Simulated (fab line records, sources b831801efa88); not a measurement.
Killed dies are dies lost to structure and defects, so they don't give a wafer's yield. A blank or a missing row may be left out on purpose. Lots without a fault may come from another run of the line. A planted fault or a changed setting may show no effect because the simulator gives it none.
fab line records | flow sky130
record lots=5 wafers=23
route steps=708 shown VIA2@527 CAPM@544 METAL3@558 VIA3@573 CAP2M@611 METAL4@633 VIA4@639
start_h: hours from the record's first day to the start of the lot's first wafer shown | wait_h: hours since the lot's step before | " the same as in the row above | L1.1+2: a row that stands for several wafers | - no value, or no start given | * or withheld: withheld | < > ~ a bound
route shown NAME@n: a module of which the file shows steps, and the number in the route of the first | usual: mean/standard deviation of fault-free wafers | same: alike in all rows | chamber/n: place in a boat | sites: the reading at each site | _std_site: their standard deviation | _edge_site: outer sites' mean less inner sites' | radius_mm: how far each site lies from the wafer's centre | mask NAME#n: copy n | behind: the tool/chamber that last shaped the wafer | hold: why the lot was held/for how many hours/how that ended | device: the transistor (n, p or np) that didn't switch | end of line: the same wafers' tests at the end of the route | a step without rows: its recipe alone | killed: dies lost to structure and defects at the first sort, not the wafer's yield | map: a wafer's dies, x killed, . not, _ none there
set.NAME: the setting as run; set.NAME@STEP: as run at that earlier step | model.NAME: the simulator's own value behind a step, which no gauge read
lots whose settings were changed on purpose; a table a step, a row a wafer
## steps
# step SKY_VIA2_SPUTTER_20
# recipe material=TiN target_thk_nm=20 chamber_pressure_pa=5 power_w=4000 time_s=80
# columns lot.wafer tool chamber start_h wait_h set.power_w model.TiN_of_VIA2_SPUTTER_20.thk_nm
L074.1 pvd_sputter-04 - 847.99 0.0 3873 19.53
L074.2 " - " " 4000 20.37
L074.3 " - " " 4000 20.24
L074.4 " - " " 3873 19.46
L074.6 " - " " 4000 19.95
L075.1 pvd_sputter-03 - 866.09 0.0 4414 22.03
L075.3 " - " " 4000 19.63
L075.4 " - " " 4414 21.82
L075.5 " - " " 4414 21.58
L075.6 " - " " 4000 19.84
L076.1 pvd_sputter-01 - 870.26 0.0 3627 17.94
L076.2 " - " " 3627 18
L076.3 " - " " 4000 20.18
L076.5 " - " " 4000 19.77
L076.6 " - " " 3627 17.87
L077.1 pvd_sputter-01 - 875.80 0.0 3708 19.01
L077.2 " - " " 3708 18.82
L077.3 " - " " 4000 20.03
L077.4 " - " " 4000 20.4
L077.6 " - " " 3708 18.76
L081.1 pvd_sputter-01 - 910.92 0.0 4000 19.61
L081.2 " - " " 4000 19.87
L081.3 " - " " 4000 20.06
# step SKY_CAPM_COAT_07
# recipe resist=NOVOLAK spin_rpm=3000 resist_thk_nm=1140
# columns lot.wafer tool chamber start_h wait_h set.resist_thk_nm model.NOVOLAK_of_CAPM_COAT_07.thk_nm
L074.1 litho_track-03 0 861.89 0.1 1140 1144
L074.2+3 " 0 " " 1140 1141
L074.4+6 " 0 " " 1092 1091
L075.1 litho_track-01 0 879.31 0.1 1117 1124
L075.3 " 0 " " 1140 1144
L075.4 " 0 " " 1117 1119
L075.5 " 0 " " 1140 1139
L075.6 " 0 " " 1117 1115
L076.1 litho_track-03 0 884.29 0.1 1107 1104
L076.2 " 0 " " 1140 1138
L076.3 " 0 " " 1140 1140
L076.5 " 0 " " 1140 1139
L076.6 " 0 " " 1107 1107
L077.1 litho_track-01 0 889.41 0.1 1082 1083
L077.2 " 0 " " 1140 1141
L077.3 " 0 " " 1140 1137
L077.4 " 0 " " 1140 1142
L077.6 " 0 " " 1082 1081
L081.1 litho_track-01 0 923.26 0.1 1140 1145
L081.2 " 0 " " 1140 1141
L081.3 " 0 " " 1140 1146
# step SKY_CAPM_DEVELOP_11
# recipe resist=NOVOLAK developer=TMAH develop_time_s=60 dev_temp_c=23
# columns lot.wafer tool chamber start_h wait_h set.dev_temp_c
L074.1+2+3+4+6 litho_track-03 0 874.59 0.1 23
L075.1+3+4+5+6 litho_track-04 0 892.17 0.1 23
L076.1+3+5 litho_track-04 0 896.27 0.1 23
L076.2+6 " 0 " " 20.07
L077.1+2+3 litho_track-04 0 901.72 0.1 26.21
L077.4+6 " 0 " " 23
L081.1+2+3 litho_track-04 0 935.72 0.1 23
# step SKY_CAPM_METAL_ETCH_13
# recipe target_depth_nm=220 stop_on=SiO2 chemistry=Cl2/BCl3 target=TiN pressure_mtorr=10 icp_w=900 bias_w=48.5 Cl2_flow_sccm=60 bcl3_flow_sccm=30 time_s=62.9
# step SKY_CAPM_STRIP_14
# recipe chemistry=O2/N2 power_w=1400 pressure_mtorr=1500 platen_temp_c=withheld o2_flow_sccm=3000 n2_flow_sccm=300 overash_fraction=0.5
# usual strip_time_to_endpoint_s=12.66/0.053
# columns lot.wafer tool chamber start_h wait_h set.resist_thk_nm@CAPM_COAT_07 strip_time_to_endpoint_s
L074.1 plasma_asher-03 0 874.93 0.1 1140 12.77
L074.2 " 1 " " 1140 12.71
L074.3 " 1 " " 1140 12.71
L074.4 " 0 " " 1092 12.13
L074.6 " 0 " " 1092 12.13
L075.1 plasma_asher-02 1 892.44 0.1 1117 12.46
L075.3 " 0 " " 1140 12.69
L075.4 " 1 " " 1117 12.45
L075.5 " 0 " " 1140 12.65
L075.6 " 1 " " 1117 12.41
L076.1 plasma_asher-04 0 896.54 0.1 1107 12.23
L076.2 " 1 " " 1140 12.60
L076.3 " 0 " " 1140 12.64
L076.5 " 0 " " 1140 12.64
L076.6 " 1 " " 1107 12.26
L077.1 plasma_asher-03 0 901.99 0.1 1082 12.00
L077.2 " 1 " " 1140 12.69
L077.3 " 0 " " 1140 12.65
L077.4 " 1 " " 1140 12.66
L077.6 " 0 " " 1082 11.98
L081.1 plasma_asher-02 1 935.99 0.1 1140 12.75
L081.2 " 0 " " 1140 12.66
L081.3 " 1 " " 1140 12.76
# step SKY_METAL3_COAT_08
# recipe resist=KrF-thick spin_rpm=3000 resist_thk_nm=1140
# columns lot.wafer tool chamber start_h wait_h set.spin_rpm model.KrF-thick_of_METAL3_COAT_08.thk_nm
L074.1 litho_track-01 0 - - 3000 1146
L074.2 " 0 " " 2861 1170
L074.3 " 0 " " 2861 1168
L074.4 " 0 " " 3000 1142
L074.6 " 0 " " 3000 1139
L075.1+4 litho_track-02 0 - - 3167 1107
L075.3 " 0 " " 3167 1109
L075.5 " 0 " " 3000 1139
L075.6 " 0 " " 3000 1136
L076.1 litho_track-01 0 - - 2803 1176
L076.2 " 0 " " 3000 1137
L076.3 " 0 " " 2803 1179
L076.5 " 0 " " 3000 1138
L076.6 " 0 " " 2803 1174
L077.1 litho_track-01 0 - - 3000 1138
L077.2 " 0 " " 3000 1135
L077.3 " 0 " " 3000 1137
L077.4 " 0 " " 3000 1134
L077.6 " 0 " " 3000 1140
L081.1 litho_track-04 0 - - 3000 1139
L081.2 " 0 " " 3000 1143
L081.3 " 0 " " 3000 1144
# step SKY_METAL3_SOFTBAKE_09
# recipe temp_c=100 time_s=90 resist=KrF-thick
# step SKY_METAL3_EXPOSE_10
# recipe mask_id=MM3 na=0.68 source_shape=annular sigma_inner=0.4 sigma_outer=0.8 target_cd_nm=300 dose_mj=28
# step SKY_METAL3_DESCUM_15
# recipe chemistry=O2 source_power_w=150 bias_power_w=0 pressure_mtorr=10 temp_c=40 time_s=8
# step SKY_METAL3_ETCH_16
# recipe chemistry=N2/H2 target=BARC ion_energy_ev=200 bias_w=100 pressure_mtorr=30 n2_flow_sccm=100 h2_flow_sccm=200 icp_w=500 stop_on=SiO2 time_s=88.2 target_depth_a=600
# columns lot.wafer tool chamber start_h wait_h set.spin_rpm@METAL3_COAT_08 model.KrF-thick_of_METAL3_COAT_08.thk_nm
L074.1 rie_metal-03 1 900.39 0.1 3000 1082
L074.2 " 1 " " 2861 1106
L074.3 " 1 " " 2861 1104
L074.4 " 1 " " 3000 1078
L074.6 " 1 " " 3000 1075
L075.1 rie_metal-02 0 918.40 0.0 3167 1044
L075.3 " 1 " " 3167 1046
L075.4 " 0 " " 3167 1043
L075.5 " 1 " " 3000 1076
L075.6 " 0 " " 3000 1072
L076.1 rie_metal-02 0 922.55 0.0 2803 1112
L076.2 " 1 " " 3000 1074
L076.3 " 1 " " 2803 1115
L076.5 " 1 " " 3000 1075
L076.6 " 0 " " 2803 1110
L077.1 rie_metal-02 0 926.65 0.0 3000 1075
L077.2 " 1 " " 3000 1072
L077.3 " 1 " " 3000 1074
L077.4 " 0 " " 3000 1070
L077.6 " 1 " " 3000 1077
L081.1 rie_metal-01 0 960.70 0.0 3000 1076
L081.2 " 1 " " 3000 1078
L081.3 " 1 " " 3000 1079
# step SKY_VIA3_HDPCVD_00
# recipe material=SiO2 target_thk_nm=1635 sigma_open_frac=0.3 time_s=272.5 temp_c=400 sih4_flow_sccm=60 pressure_mtorr=6
# columns lot.wafer tool chamber start_h wait_h set.time_s model.SiO2_of_VIA3_HDPCVD_00.thk_nm
L074.1 hdpcvd-02 1 901.38 0.0 272.5 1605
L074.2 " 2 " " 243.5 1452
L074.3 " 0 " " 272.5 1604
L074.4 " 0 " " 243.5 1427
L074.6 " 1 " " 243.5 1430
L075.1 hdpcvd-02 2 919.29 0.0 272.5 1605
L075.3 " 0 " " 272.5 1595
L075.4 " 2 " " 272.5 1607
L075.5 " 1 " " 272.5 1589
L075.6 " 0 " " 272.5 1577
L076.1 hdpcvd-02 2 923.44 0.0 303.7 1804
L076.2 " 0 " " 272.5 1610
L076.3 " 1 " " 272.5 1617
L076.5 " 2 " " 303.7 1801
L076.6 " 0 " " 303.7 1767
L077.1 hdpcvd-01 2 927.54 0.0 272.5 1646
L077.2 " 0 " " 248.1 1527
L077.3 " 1 " " 248.1 1537
L077.4 " 0 " " 272.5 1667
L077.6 " 1 " " 272.5 1681
L081.1 hdpcvd-02 2 961.59 0.0 272.5 1619
L081.2 " 0 " " 272.5 1612
L081.3 " 1 " " 272.5 1592
# step SKY_VIA3_THK_MEAS_01
# recipe reads=SiO2_of_VIA3_HDPCVD_00
# usual VIA3_HDPCVD_THK=1625/25
# columns lot.wafer tool chamber start_h wait_h set.time_s@VIA3_HDPCVD_00 VIA3_HDPCVD_THK[nm]
L074.1 film_metro-04 - 901.55 0.1 272.5 1605
L074.2 " - " " 243.5 1452
L074.3 " - " " 272.5 1602
L074.4 " - " " 243.5 1427
L074.6 " - " " 243.5 1429
L075.1 film_metro-01 - 919.46 0.1 272.5 1604
L075.3 " - " " 272.5 1594
L075.4 " - " " 272.5 1607
L075.5 " - " " 272.5 1590
L075.6 " - " " 272.5 1577
L076.1 film_metro-01 - 923.61 0.1 303.7 1803
L076.2 " - " " 272.5 1610
L076.3 " - " " 272.5 1616
L076.5 " - " " 303.7 1802
L076.6 " - " " 303.7 1766
L077.1 film_metro-04 - 927.71 0.1 272.5 1645
L077.2 " - " " 248.1 1527
L077.3 " - " " 248.1 1537
L077.4 " - " " 272.5 1668
L077.6 " - " " 272.5 1681
L081.1 film_metro-02 - 961.76 0.1 272.5 1621
L081.2 " - " " 272.5 1613
L081.3 " - " " 272.5 1591
# step SKY_VIA3_SPUTTER_20
# recipe material=TiN target_thk_nm=20 chamber_pressure_pa=5 power_w=4000 time_s=80
# columns lot.wafer tool chamber start_h wait_h set.time_s model.TiN_of_VIA3_SPUTTER_20.thk_nm
L074.1 pvd_sputter-03 - 926.66 0.0 80 19.52
L074.2 " - " " 80 19.79
L074.3 " - " " 75.95 18.91
L074.4 " - " " 80 19.86
L074.6 " - " " 75.95 18.9
L075.1 pvd_sputter-02 - 945.11 0.0 80 19.74
L075.3 " - " " 80 19.68
L075.4 " - " " 91.96 23.19
L075.5 " - " " 91.96 22.69
L075.6 " - " " 80 19.89
L076.1 pvd_sputter-01 - 949.61 0.0 80 19.54
L076.2 " - " " 73.97 18.17
L076.3 " - " " 80 19.89
L076.5 " - " " 73.97 18.14
L076.6 " - " " 73.97 17.69
L077.1+6 pvd_sputter-03 - 953.74 0.0 70.48 17.6
L077.2 " - " " 80 19.97
L077.3 " - " " 80 20.08
L077.4 " - " " 80 19.65
L081.1 pvd_sputter-01 - 986.57 0.0 80 20.16
L081.2 " - " " 80 19.43
L081.3 " - " " 80 20.42
# step SKY_CAP2M_SOFTBAKE_08
# recipe temp_c=90 time_s=60 resist=NOVOLAK
# columns lot.wafer tool chamber start_h wait_h set.temp_c model.NOVOLAK_of_CAP2M_COAT_07.thk_nm
L074.1+2+3+4 litho_track-03 0 940.49 0.1 90 1133
L074.6 " 0 " " 90 1130
L075.1 litho_track-02 0 958.26 0.1 91.22 1131
L075.3+4 " 0 " " 90 1138
L075.5 " 0 " " 91.22 1132
L075.6 " 0 " " 90 1140
L076.1 litho_track-02 0 962.86 0.1 93.69 1130
L076.2+6 " 0 " " 90 1140
L076.3 " 0 " " 90 1139
L076.5 " 0 " " 93.69 1127
L077.1 litho_track-02 0 967.11 0.1 88.24 1143
L077.2+3 " 0 " " 90 1142
L077.4 " 0 " " 88.24 1142
L077.6 " 0 " " 90 1140
L081.1+3 litho_track-04 0 999.07 0.1 90 1144
L081.2 " 0 " " 90 1143
# step SKY_CAP2M_EXPOSE_09
# recipe mask_id=CAP2M na=0.6 source_shape=conventional sigma_outer=0.6 polarization=unpolarized target_cd_nm=1000 dose_mj=159
# columns lot.wafer tool chamber start_h wait_h mask set.dose_mj
L074.1+4 iline_stepper-01 0 - - CAP2M#0 163.5
L074.2+3+6 " 0 " " CAP2M#0 159
L075.1+3+4+5+6 iline_stepper-01 0 - - CAP2M#0 159
L076.1+6 iline_stepper-02 0 - - CAP2M#0 155.4
L076.2+3+5 " 0 " " CAP2M#0 159
L077.1+2+3+4+6 iline_stepper-02 0 - - CAP2M#0 159
L081.1+2+3 iline_stepper-01 0 - - CAP2M#0 159
# step SKY_CAP2M_PEB_10
# recipe temp_c=withheld time_s=* resist=NOVOLAK
# step SKY_CAP2M_DEVELOP_11
# recipe resist=NOVOLAK developer=TMAH develop_time_s=60 dev_temp_c=23
# columns lot.wafer tool chamber start_h wait_h set.temp_c@CAP2M_SOFTBAKE_08 model.NOVOLAK_of_CAP2M_COAT_07.thk_nm
L074.1+3 litho_track-04 0 951.97 0.1 90 1132
L074.2+4 " 0 " " 90 1133
L074.6 " 0 " " 90 1130
L075.1 litho_track-02 0 969.51 0.1 91.22 1131
L075.3+4 " 0 " " 90 1138
L075.5 " 0 " " 91.22 1132
L075.6 " 0 " " 90 1140
L076.1 litho_track-02 0 974.71 0.1 93.69 1130
L076.2+6 " 0 " " 90 1139
L076.3 " 0 " " 90 1138
L076.5 " 0 " " 93.69 1127
L077.1 litho_track-04 0 978.17 0.1 88.24 1148
L077.2 " 0 " " 90 1142
L077.3 " 0 " " 90 1141
L077.4 " 0 " " 88.24 1147
L077.6 " 0 " " 90 1140
L081.1+2+3 litho_track-04 0 1010.57 0.1 90 1143
# step SKY_CAP2M_METAL_ETCH_13
# recipe target_depth_nm=220 stop_on=SiO2 chemistry=Cl2/BCl3 target=TiN pressure_mtorr=10 icp_w=900 bias_w=48.5 Cl2_flow_sccm=60 bcl3_flow_sccm=30 time_s=62.9
# columns lot.wafer tool chamber start_h wait_h set.temp_c@CAP2M_SOFTBAKE_08 set.dose_mj@CAP2M_EXPOSE_09 model.NOVOLAK_of_CAP2M_COAT_07.thk_nm model.CAP2M.cd_nm
L074.1 rie_metal-04 1 952.16 0.0 90 163.5 986.7 988.9
L074.2 " 0 " " 90 159 982.3 994.7
L074.3 " 1 " " 90 159 985.6 998.8
L074.4 " 0 " " 90 163.5 982.1 986
L074.6 " 1 " " 90 159 985.8 998.4
L075.1 rie_metal-02 1 969.71 0.0 91.22 159 984.3 998.4
L075.3 " 1 " " 90 159 993.4 1001
L075.4 " 1 " " 90 159 991.9 1000
L075.5 " 1 " " 91.22 159 988.1 1000
L075.6 " 1 " " 90 159 994.2 1001
L076.1 rie_metal-04 0 974.90 0.0 93.69 155.4 982.8 1002
L076.2 " 1 " " 90 159 998.1 998.4
L076.3 " 1 " " 90 159 997.1 999.3
L076.5 " 0 " " 93.69 159 979.2 996.4
L076.6 " 1 " " 90 155.4 997.9 1005
L077.1+4 rie_metal-02 1 978.36 0.0 88.24 159 1001 1001
L077.2 " 1 " " 90 159 996.3 1001
L077.3 " 1 " " 90 159 996.7 999.9
L077.6 " 1 " " 90 159 992.8 999.4
L081.1 rie_metal-03 1 1010.76 0.0 90 159 996.7 997.6
L081.2 " 0 " " 90 159 992.4 1002
L081.3 " 1 " " 90 159 995.9 998.3
# step SKY_CAP2M_STRIP_14
# recipe chemistry=O2/N2 power_w=1400 pressure_mtorr=1500 platen_temp_c=withheld o2_flow_sccm=3000 n2_flow_sccm=300 overash_fraction=0.5
# usual strip_time_to_endpoint_s=12.65/0.047
# columns lot.wafer tool chamber start_h wait_h set.temp_c@CAP2M_SOFTBAKE_08 strip_time_to_endpoint_s
L074.1 plasma_asher-03 1 952.24 0.1 90 12.57
L074.2 " 0 " " 90 12.52
L074.3 " 0 " " 90 12.57
L074.4 " 1 " " 90 12.54
L074.6 " 1 " " 90 12.58
L075.1 plasma_asher-04 0 969.86 0.1 91.22 12.54
L075.3 " 1 " " 90 12.65
L075.4 " 0 " " 90 12.64
L075.5 " 0 " " 91.22 12.59
L075.6 " 1 " " 90 12.67
L076.1 plasma_asher-04 1 974.98 0.1 93.69 12.53
L076.2 " 0 " " 90 12.70
L076.3 " 1 " " 90 12.70
L076.5 " 0 " " 93.69 12.51
L076.6 " 1 " " 90 12.70
L077.1 plasma_asher-04 1 978.52 0.1 88.24 12.74
L077.2 " 0 " " 90 12.69
L077.3 " 0 " " 90 12.69
L077.4 " 1 " " 88.24 12.74
L077.6 " 0 " " 90 12.65
L081.1 plasma_asher-03 1 1010.84 0.1 90 12.68
L081.2 " 0 " " 90 12.66
L081.3 " 0 " " 90 12.66
# step SKY_METAL4_ETCH_17
# recipe target=SiO2 stop_on=TiN chemistry=C4F8/O2/Ar source_w=1500 bias_w=1200 pressure_mtorr=40 c4f8_flow_sccm=withheld O2_flow_sccm=6 Ar_flow_sccm=300 time_s=3.9 target_depth_a=150
# usual oes_product_au=0.757/0.0079
# columns lot.wafer tool chamber start_h wait_h set.time_s oes_product_au
L074.1 rie_diel-04 3 977.12 0.1 4.096 0.743
L074.2 " 1 " " 3.9 0.768
L074.3 " 2 " " 4.096 0.753
L074.4 " 0 " " 4.096 0.755
L074.6 " 2 " " 3.9 0.762
L075.1 rie_diel-02 3 994.06 0.1 4.314 0.710
L075.3 " 0 " " 4.314 0.714
L075.4 " 1 " " 3.9 0.758
L075.5 " 3 " " 3.9 0.765
L075.6 " 2 " " 3.9 0.757
L076.1 rie_diel-04 3 999.86 0.1 3.9 0.749
L076.2 " 0 " " 3.9 0.749
L076.3 " 1 " " 3.9 0.738
L076.5 " 1 " " 3.9 0.759
L076.6 " 2 " " 3.9 0.759
L077.1 rie_diel-02 2 1003.02 0.1 3.9 0.768
L077.2 " 3 " " 3.9 0.746
L077.3 " 0 " " 3.9 0.750
L077.4 " 1 " " 3.9 0.768
L077.6 " 0 " " 3.9 0.754
L081.1 rie_diel-04 0 1034.45 0.1 3.9 0.749
L081.2 " 3 " " 3.9 0.757
L081.3 " 1 " " 3.9 0.756
# step SKY_VIA4_HDPCVD_00
# recipe material=SiO2 target_thk_nm=1750 sigma_open_frac=0.3 time_s=291.7 temp_c=400 sih4_flow_sccm=60 pressure_mtorr=6
# columns lot.wafer tool chamber start_h wait_h set.time_s model.SiO2_of_VIA4_HDPCVD_00.thk_nm
L074.1+3+6 hdpcvd-02 0,0,2 977.95 0.0 291.7 -
L074.2 " 2 " " 291.7 1711
L074.4 " 2 " " 291.7 1732
L075.1 hdpcvd-01 1 994.89 0.0 291.7 1726
L075.3 " 0 " " 258.1 1557
L075.4 " 2 " " 291.7 1759
L075.5 " 1 " " 258.1 1518
L075.6 " 0 " " 258.1 1550
L076.1 hdpcvd-01 0 1000.69 0.0 323.2 1964
L076.2 " 1 " " 323.2 -
L076.3 " 2 " " 291.7 1767
L076.5 " 2 " " 291.7 1764
L076.6 " 0 " " 291.7 -
L077.1 hdpcvd-02 0 1003.81 0.0 291.7 1736
L077.2 " 2 " " 307.9 1849
L077.3 " 1 " " 307.9 -
L077.4+6 " 1,0 " " 291.7 -
L081.1 hdpcvd-02 2 1035.24 0.0 291.7 1738
L081.2 " 0 " " 291.7 1749
L081.3 " 1 " " 291.7 1703
# step SKY_VIA4_THK_MEAS_01
# recipe reads=SiO2_of_VIA4_HDPCVD_00
# usual VIA4_HDPCVD_THK=1741/22
# columns lot.wafer tool chamber start_h wait_h set.time_s@VIA4_HDPCVD_00 VIA4_HDPCVD_THK[nm]
L074.1 film_metro-02 - 978.22 0.2 291.7 1710
L074.2 " - " " 291.7 1711
L074.3 " - " " 291.7 1716
L074.4 " - " " 291.7 1732
L074.6 " - " " 291.7 1717
L075.1 film_metro-04 - 995.07 0.1 291.7 1725
L075.3 " - " " 258.1 1556
L075.4 " - " " 291.7 1759
L075.5 " - " " 258.1 1517
L075.6 " - " " 258.1 1550
L076.1 film_metro-02 - 1000.87 0.1 323.2 1964
L076.2 " - " " 323.2 1919
L076.3 " - " " 291.7 1766
L076.5 " - " " 291.7 1765
L076.6 " - " " 291.7 1771
L077.1 film_metro-02 - 1003.99 0.1 291.7 1737
L077.2 " - " " 307.9 1851
L077.3 " - " " 307.9 1846
L077.4 " - " " 291.7 1758
L077.6 " - " " 291.7 1722
L081.1 film_metro-02 - 1035.42 0.1 291.7 1739
L081.2 " - " " 291.7 1748
L081.3 " - " " 291.7 1704
## key
split step=SKY_VIA2_SPUTTER_20 setting=power_w stated=4000 by=wafer
response step=SKY_VIA2_SPUTTER_20 reading=model.TiN_of_VIA2_SPUTTER_20.thk_nm change=+0.204 per=1% r=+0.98
split step=SKY_CAPM_COAT_07 setting=resist_thk_nm stated=1140 by=wafer
response step=SKY_CAPM_COAT_07 reading=model.NOVOLAK_of_CAPM_COAT_07.thk_nm change=+11.6 per=1% r=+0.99
response step=SKY_CAPM_STRIP_14 reading=strip_time_to_endpoint_s change=* per=1% r=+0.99
split step=SKY_CAPM_DEVELOP_11 setting=dev_temp_c stated=23 by=wafer
response none clear
split step=SKY_METAL3_COAT_08 setting=spin_rpm stated=3000 by=wafer
response step=SKY_METAL3_COAT_08 reading=model.KrF-thick_of_METAL3_COAT_08.thk_nm change=-5.65 per=1% r=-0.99
response step=SKY_METAL3_ETCH_16 reading=model.KrF-thick_of_METAL3_COAT_08.thk_nm change=-5.63 per=1% r=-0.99
split step=SKY_VIA3_HDPCVD_00 setting=time_s stated=272.5 by=wafer
response step=SKY_VIA3_HDPCVD_00 reading=model.SiO2_of_VIA3_HDPCVD_00.thk_nm change=+15.4 per=1% r=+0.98
response step=SKY_VIA3_THK_MEAS_01 reading=VIA3_HDPCVD_THK change=+15.4 per=1% r=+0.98
split step=SKY_VIA3_SPUTTER_20 setting=time_s stated=80 by=wafer
response step=SKY_VIA3_SPUTTER_20 reading=model.TiN_of_VIA3_SPUTTER_20.thk_nm change=+0.205 per=1% r=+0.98
split step=SKY_CAP2M_SOFTBAKE_08 setting=temp_c stated=90 by=wafer
response step=SKY_CAP2M_SOFTBAKE_08 reading=model.NOVOLAK_of_CAP2M_COAT_07.thk_nm change=-2.45 per=1% r=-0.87
response step=SKY_CAP2M_DEVELOP_11 reading=model.NOVOLAK_of_CAP2M_COAT_07.thk_nm change=-2.92 per=1% r=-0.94
response step=SKY_CAP2M_METAL_ETCH_13 reading=model.NOVOLAK_of_CAP2M_COAT_07.thk_nm change=-3.97 per=1% r=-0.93
response step=SKY_CAP2M_STRIP_14 reading=strip_time_to_endpoint_s change=* per=1% r=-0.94
split step=SKY_CAP2M_EXPOSE_09 setting=dose_mj stated=159 by=wafer
response step=SKY_CAP2M_METAL_ETCH_13 reading=model.CAP2M.cd_nm change=-3.03 per=1% r=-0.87
split step=SKY_METAL4_ETCH_17 setting=time_s stated=3.9 by=wafer
response step=SKY_METAL4_ETCH_17 reading=oes_product_au change=-0.00421 per=1% r=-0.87
split step=SKY_VIA4_HDPCVD_00 setting=time_s stated=291.7 by=wafer
response step=SKY_VIA4_HDPCVD_00 reading=model.SiO2_of_VIA4_HDPCVD_00.thk_nm change=+17.9 per=1% r=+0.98
response step=SKY_VIA4_THK_MEAS_01 reading=VIA4_HDPCVD_THK change=+17.1 per=1% r=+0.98
